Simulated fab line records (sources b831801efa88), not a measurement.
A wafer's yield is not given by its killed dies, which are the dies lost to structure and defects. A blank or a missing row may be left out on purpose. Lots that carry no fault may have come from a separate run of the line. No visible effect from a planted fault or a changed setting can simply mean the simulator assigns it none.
A struck lot beside a sound one + flow sky130 + 14 out of 708 route steps
Sound: wafers L666.1, L666.2, L666.6. Wafers L675.1, L675.2, L675.4 were the ones struck. Last of all comes the cause.
For every step that has rows: the tool of each side, followed by ch and its chambers, followed by its first start. Under that, the readings that differ: sound wafers + struck wafers + difference of the means + sigmas: that difference in standard deviations of wafers without a fault.
alike: same words and numbers on both sides, and readings whose means sit less than 2 such deviations apart. not compared: any withheld reading, any reading some wafer has no value for, any bound like >300 that may hide the same value, and any number with overlapping values for which the record gives no deviation.
A row with sigmas, a row that says differs or no value, or rows on one side alone: a step with any of these is where the two part. When numbers do not overlap yet have no deviation, they are printed without sigmas and do not part them. A reading that every wafer of one side lacks parts them only if that side has two wafers or more.

first, 1 step without rows for these wafers: SKY_VT_ADJUST_HVTR_DEVELOP_06 (develop time 60 s).
SKY_VT_ADJUST_HVTR_CD_MEAS_07: target cd 380 nm.
  sound: cd sem-02 at day 10 23:37; struck: cd sem-02 at day 13 14:41
  alike: cd nm
SKY_VT_ADJUST_HVTR_OVL_MEAS_08:
  sound: overlay-02 at day 10 23:44; struck: overlay-02 at day 13 14:49
  alike: VT_ADJUST_HVTR_OVL
following that, these wafers have no rows for 1 step: SKY_VT_ADJUST_HVTR_IMPLANT_09.
SKY_VT_ADJUST_HVTR_STRIP_10: strips in O2/N2.
  sound on plasma asher-01 ch 0,1, day 10 23:55; struck on plasma asher-01 ch 0,1, day 13 15:00
  alike: drypump motor current A, oes product au, strip time to endpoint s
  not compared: rf hours counter h
SKY_VT_ADJUST_HVTR_TW_MEAS_11:
  sound: film metro-03 at day 11 00:01; struck: film metro-04 at day 13 15:06
| reading           | sound             | struck            | difference | sigmas |
|-------------------|-------------------|-------------------|------------|--------|
| VT_ADJUST_HVTR_TW | 214.7 213.7 212.5 | 207.0 206.4 208.6 | -6.3       | -2     |
then, 6 steps without rows for these wafers: SKY_VT_ADJUST_PCH_DEHYDRATE_00 (time 60 s); SKY_VT_ADJUST_PCH_HMDS_01 (prime time 60 s); SKY_VT_ADJUST_PCH_COAT_02 (resist thk 3000 nm); SKY_VT_ADJUST_PCH_SOFTBAKE_03; SKY_VT_ADJUST_PCH_EXPOSE_04 (exposes mask NWM, target cd 840 nm); SKY_VT_ADJUST_PCH_PEB_05.
SKY_VT_ADJUST_PCH_DEVELOP_06: develop time 60 s.
  sound on litho track-03 ch 0, day 11 23:00; struck on litho track-03, day 14 16:00
  no value came back on the struck wafers for chill plate temp C (C), develop time s (s); on the sound wafers chill plate temp C (C) reads 23.03 22.89 22.87
SKY_VT_ADJUST_PCH_OVL_MEAS_07:
  sound: overlay-02 at day 11 23:40; struck: overlay-02 at day 14 16:43
| reading                | sound          | struck | difference                    | sigmas |
|------------------------|----------------|--------|-------------------------------|--------|
| VT_ADJUST_PCH_OVL (nm) | -1.8 -2.8 -2.5 | - - -  | no value on the struck wafers |        |

## WHERE THEY PART
At SKY_VT_ADJUST_HVTR_TW_MEAS_11 first; at SKY_VT_ADJUST_PCH_OVL_MEAS_07 last (within this record only).

WHY: whatever the simulator had introduced
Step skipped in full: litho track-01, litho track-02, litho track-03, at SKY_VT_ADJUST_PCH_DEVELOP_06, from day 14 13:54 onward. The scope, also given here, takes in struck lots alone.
